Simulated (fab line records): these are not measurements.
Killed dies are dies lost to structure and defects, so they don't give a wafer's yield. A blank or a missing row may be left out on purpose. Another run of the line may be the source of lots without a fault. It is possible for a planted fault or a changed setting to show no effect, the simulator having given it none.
Which tool did it? -- flow gf180mcu -- 39 wafers from 13 lots sampled at 6 of the route's 602 steps

== WHAT THE GAUGES SHOWED, per wafer ==
GF_NWELL_OVL_MEAS_07. Usual: NWELL_OVL gives 0.2 nm (standard deviation 1.7).
lot,measured,on,NWELL_OVL (nm),flag
L323,day 3 18:03,overlay-02,0.2 2.4 0.3,
L324,day 3 23:43,overlay-01,-1.4 -2.3 -1.5,
L327,day 4 17:59,overlay-01,-0.5 0.5 0.3,
L329,day 5 02:28,overlay-02,1.0 1.3 1.8,
L330,day 5 07:35,overlay-02,0.8 1.1 0.3,
L331,day 5 15:38,overlay-01,1.1 2.5 0.7,
L332,day 5 19:55,overlay-01,2.5 3.4 4.9,
L334,day 6 07:14,overlay-02,0.7 0.9 -0.6,
L335,day 6 11:47,overlay-02,-1.1 -1.9 -2.3,
L336,day 6 18:05,overlay-01,-0.8 0.3 0.1,
L338,day 7 05:28,overlay-01,-1.4 -0.7 -0.2,
L339,day 7 10:34,overlay-01,1.2 -1.0 -0.7,
L343,day 8 08:40,overlay-01,2.0 -0.9 0.7,

GF_MVSD_TW_MEAS_11. Usual: MVSD_TW gives 1572 (standard deviation 10).
lot,measured,on,MVSD_TW,flag
L323,day 4 21:50,film metro-04,1582 1580 1571,
L324,day 5 04:15,film metro-01,1927 1919 1922,OFF
L327,day 6 00:23,film metro-04,1933 1949 1941,OFF
L329,day 6 08:41,film metro-02,1570 1571 1569,
L330,day 6 14:43,film metro-01,1561 1553 1558,
L331,day 6 22:52,film metro-04,1572 1576 1577,
L332,day 7 03:46,film metro-02,1569 1576 1577,
L334,day 7 15:53,film metro-02,1569 1571 1565,
L335,day 7 19:41,film metro-01,1556 1559 1567,
L336,day 8 02:50,film metro-02,1584 1573 1587,
L338,day 8 15:01,film metro-02,1571 1578 1574,
L339,day 8 19:57,film metro-01,1555 1555 1548,
L343,day 9 20:16,film metro-01,1557 1545 1549,

GF_VT_IMPLANT_OVL_MEAS_29. Usual: VT_IMPLANT_02_OVL gives 0.0 nm (standard deviation 1.3).
lot,measured,on,VT_IMPLANT_02_OVL (nm),flag
L323,day 7 10:33,overlay-02,-0.5 2.0 -0.8,
L324,day 7 17:11,overlay-01,-2.0 -1.4 -0.5,
L327,day 8 15:35,overlay-02,3.2 1.3 1.7,
L329,day 9 01:01,overlay-02,0.0 -0.2 -1.1,
L330,day 9 06:47,overlay-02,-1.9 -1.0 0.9,
L331,day 9 16:48,overlay-02,0.2 2.5 0.1,
L332,day 9 23:22,overlay-01,-2.6 -1.2 -1.0,
L334,day 10 11:22,overlay-02,-1.9 -1.2 -3.8,
L335,day 10 17:03,overlay-02,0.2 0.9 0.3,
L336,day 11 00:22,overlay-02,-1.0 -1.5 0.0,
L338,day 11 14:05,overlay-01,0.6 0.7 -0.3,
L339,day 11 20:34,overlay-01,0.8 -0.4 -0.3,
L343,day 12 23:14,overlay-01,0.2 -0.1 -2.1,

GF_VT_IMPLANT_RS_MEAS_46: the measuring method here is four-point-probe. Usual: MVSD_RS gives 456.6 ohm/sq (standard deviation 1.1).
lot,measured,on,MVSD_RS (ohm/sq),flag
L323,day 8 03:12,film metro-04,455.9 456.1 455.8,
L324,day 8 10:40,film metro-02,336.2 335.1 335.6,OFF
L327,day 9 08:32,film metro-04,335.0 335.7 335.4,OFF
L329,day 9 19:11,film metro-02,457.7 457.9 457.3,
L330,day 10 00:54,film metro-01,457.7 457.4 456.8,
L331,day 10 11:05,film metro-04,459.1 458.2 457.7,
L332,day 10 17:39,film metro-01,457.0 456.9 456.4,
L334,day 11 06:41,film metro-01,457.3 457.5 457.4,
L335,day 11 12:38,film metro-02,458.5 457.4 457.2,
L336,day 11 19:44,film metro-02,456.8 457.5 457.7,
L338,day 12 10:15,film metro-01,456.2 456.0 454.9,
L339,day 12 16:10,film metro-01,458.3 457.3 456.6,
L343,day 13 19:32,film metro-01,457.1 456.6 457.5,

== TOOL THAT RAN EACH LOT (tool first, then ch and the chambers of the sampled wafers, then the start) ==
lot,GF_DNWELL_STRIP_08,GF_MVSD_IMPLANT_08
L323,"plasma asher-04 ch 0,1, day 3 05:37","implanter-01 ch 0, day 4 21:27"
L324,"plasma asher-03 ch 0,1, day 3 10:33","implanter-01 ch 0, day 5 03:33"
L327,"plasma asher-03 ch 0, day 4 04:01","implanter-03 ch 0, day 5 23:40"
L329,"plasma asher-01 ch 0,1, day 4 12:02","implanter-01 ch 0, day 6 08:19"
L330,"plasma asher-01 ch 0, day 4 17:29","implanter-01 ch 0, day 6 14:19"
L331,"plasma asher-03 ch 0,1, day 5 00:51","implanter-03 ch 0, day 6 22:28"
L332,"plasma asher-03 ch 0,1, day 5 05:16","implanter-02 ch 0, day 7 03:22"
L334,"plasma asher-01 ch 1, day 5 15:49","implanter-02 ch 0, day 7 15:30"
L335,"plasma asher-03 ch 0,1, day 5 21:01","implanter-02 ch 0, day 7 19:18"
L336,"plasma asher-04 ch 0,1, day 6 02:50","implanter-01 ch 0, day 8 02:29"
L338,"plasma asher-04 ch 1, day 6 13:42","implanter-01 ch 0, day 8 14:37"
L339,"plasma asher-04 ch 0,1, day 6 18:35","implanter-03 ch 0, day 8 19:35"
L343,"plasma asher-01 ch 0,1, day 7 15:56","implanter-01 ch 0, day 9 19:52"
- GF_DNWELL_STRIP_08: strips in O2/N2.
- GF_MVSD_IMPLANT_08

== AS READ BY THE TOOLS THEMSELVES (means over the sampled wafers that have a number; for cases with no such wafer, the mark the record gives instead) ==
GF_DNWELL_STRIP_08. Usual: drypump motor current A 5.5 A, standard deviation 0.33; heater power w 326 W, standard deviation 15; oes product au 0.722 a.u., standard deviation 0.0046; strip time to endpoint s 36.94 s, standard deviation 0.11.
lot,tool,drypump motor current A (A),heater power w (W),oes product au (a.u.),strip time to endpoint s (s),flag
L323,plasma asher-04,5.6,355,0.722,36.88,
L324,plasma asher-03,5.7,320,0.720,36.99,
L327,plasma asher-03,5.2,321,0.722,37.01,
L329,plasma asher-01,5.5,321,0.723,36.93,
L330,plasma asher-01,5.7,314,0.723,36.87,
L331,plasma asher-03,5.7,317,0.722,37.06,
L332,plasma asher-03,5.5,321,0.724,36.97,
L334,plasma asher-01,5.1,340,0.722,36.86,
L335,plasma asher-03,5.7,313,0.720,36.88,
L336,plasma asher-04,5.5,347,0.723,37.17,
L338,plasma asher-04,5.3,354,0.725,36.97,
L339,plasma asher-04,5.6,336,0.719,36.83,
L343,plasma asher-01,5.5,323,0.719,36.93,

GF_MVSD_IMPLANT_08. Usual: beam energy keV at 400.01, with a standard deviation of 0.12.
lot,tool,beam energy keV,flag
L323,implanter-01,400.02,
L324,implanter-01,399.87,
L327,implanter-03,400.02,
L329,implanter-01,400.07,
L330,implanter-01,399.88,
L331,implanter-03,400.03,
L332,implanter-02,399.88,
L334,implanter-02,400.00,
L335,implanter-02,399.98,
L336,implanter-01,400.07,
L338,implanter-01,400.08,
L339,implanter-03,400.11,
L343,implanter-01,400.04,

== THE ANSWER, worked out from the rows above alone ==
Rule: a lot counts as off when the mean over its wafers that have a number is more than 3 standard deviations away from the usual mean. A lot without any number at a reading at which 4 lots or more have one is off too. The other lots that the step has rows for count as sound. After the gauges, taken in route order, come the tools' own readings; for these a lot's mean is taken, as printed above. The first step at which some lot is off is used, and at that step the reading that is off furthest; a lot without a number counts as furthest.
Off: L324, L327, at GF_MVSD_TW_MEAS_11 (MVSD_TW).
If a tool, at a process step before that reading, ran all the lots that are off and no sound lot after the first of them, it fits. Gauges at GF_MVSD_TW_MEAS_11: tried the same way as those tools. No candidate that was tried fits.

== WHAT THE SIMULATOR HAD INSERTED ==
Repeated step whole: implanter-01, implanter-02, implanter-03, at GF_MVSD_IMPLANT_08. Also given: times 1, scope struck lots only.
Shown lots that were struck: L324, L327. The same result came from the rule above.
